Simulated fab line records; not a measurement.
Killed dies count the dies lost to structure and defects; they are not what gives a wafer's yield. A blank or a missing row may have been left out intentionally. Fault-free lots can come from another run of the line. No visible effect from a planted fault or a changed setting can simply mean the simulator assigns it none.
The tool behind it: which one? | flow sky130 | 39 wafers from 13 lots sampled at 2 of the route's 708 steps

== WHAT THE GAUGES READ, wafer by wafer ==
SKY_VIA4_OVL_MEAS_11.
lot  | measured     | on         | VIA4_OVL (nm)
L158 | day 42 07:23 | overlay-02 | 1.5 0.7 0.6
L159 | day 42 10:59 | overlay-02 | 0.5 0.0 0.3
L160 | day 43 08:59 | overlay-02 | -0.4 -0.1 -0.6
L161 | day 43 20:37 | overlay-02 | -0.9 -1.9 -1.4
L162 | day 44 23:50 | overlay-02 | 1.7 0.6 2.5
L163 | day 45 02:41 | overlay-02 | 1.9 1.1 1.7
L166 | day 45 15:45 | overlay-02 | 0.8 1.1 -0.5
L165 | day 45 18:39 | overlay-01 | -1.4 -1.7 -1.7
L167 | day 45 18:56 | overlay-02 | -3.0 -1.1 -1.2
L168 | day 45 19:29 | overlay-02 | -0.5 0.6 -1.9
L177 | day 48 00:24 | overlay-02 | 0.2 -0.3 -1.7
L180 | day 48 12:30 | overlay-01 | 2.0 1.5 2.4
L181 | day 48 17:53 | overlay-01 | -2.2 -1.1 -2.4

== EACH LOT AND THE TOOL THAT RAN IT (in order: tool; ch and the chambers of the sampled wafers; start) ==
lot  | SKY_VIA1_CMP_02
L158 | cmp-01 ch 0,2,3, day 32 08:46
L159 | cmp-01 ch 1,2, day 32 10:56
L160 | cmp-02 ch 0,3, day 33 12:10
L161 | cmp-01 ch 0,1,3, day 34 02:30
L162 | cmp-01 ch 1,2,3, day 35 11:33
L163 | cmp-01 ch 1,2,3, day 35 12:25
L166 | cmp-01 ch 1,2, day 36 03:41
L165 | cmp-02 ch 0,1,3, day 36 06:02
L167 | cmp-01 ch 0,2,3, day 36 06:53
L168 | cmp-01 ch 0,1,3, day 36 08:02
L177 | cmp-01 ch 1,3, day 39 06:32
L180 | cmp-01 ch 0,1,3, day 39 17:24
L181 | cmp-01 ch 2,3, day 40 01:14
- SKY_VIA1_CMP_02: polishes SiO2.

== WHAT THE TOOLS THEMSELVES READ (means of the sampled wafers that have a number; where no wafer has one, the mark that the record gives instead) ==
SKY_VIA1_CMP_02.
lot  | tool   | motorCurrentA (A)
L158 | cmp-01 | 13.4
L159 | cmp-01 | 12.6
L160 | cmp-02 | 11.9
L161 | cmp-01 | 11.5
L162 | cmp-01 | 12.8
L163 | cmp-01 | 13.4
L166 | cmp-01 | 13.4
L165 | cmp-02 | 11.3
L167 | cmp-01 | 12.9
L168 | cmp-01 | 11.3
L177 | cmp-01 | 11.6
L180 | cmp-01 | 11.4
L181 | cmp-01 | 13.4

== THE ANSWER, worked out from the rows above alone ==
Rule: usual is defined by the lots themselves. The widest of any qualifying gaps counts: lots, ordered by their means at a reading, are off when they make up no more than a third of the lots, leave a main group of 4 or more, and stand apart from it by 3 or more times the standard deviation of that group's means. The tables above print the reading to a certain number of digits; a main group whose means all agree to those digits is not used. Also off: a lot with no number at a reading for which 4 or more lots have one. The other lots that the step has rows for count as sound. The gauges are gone through in route order, then the tools' own readings, and for those a lot's mean is taken as printed above. The first step at which some lot is off is used, and at that step the reading that is off furthest; a lot without a number counts as furthest.
Across all readings shown, no lot is off: no conclusion can be drawn from this.

== WHAT WAS PUT IN BY THE SIMULATOR ==
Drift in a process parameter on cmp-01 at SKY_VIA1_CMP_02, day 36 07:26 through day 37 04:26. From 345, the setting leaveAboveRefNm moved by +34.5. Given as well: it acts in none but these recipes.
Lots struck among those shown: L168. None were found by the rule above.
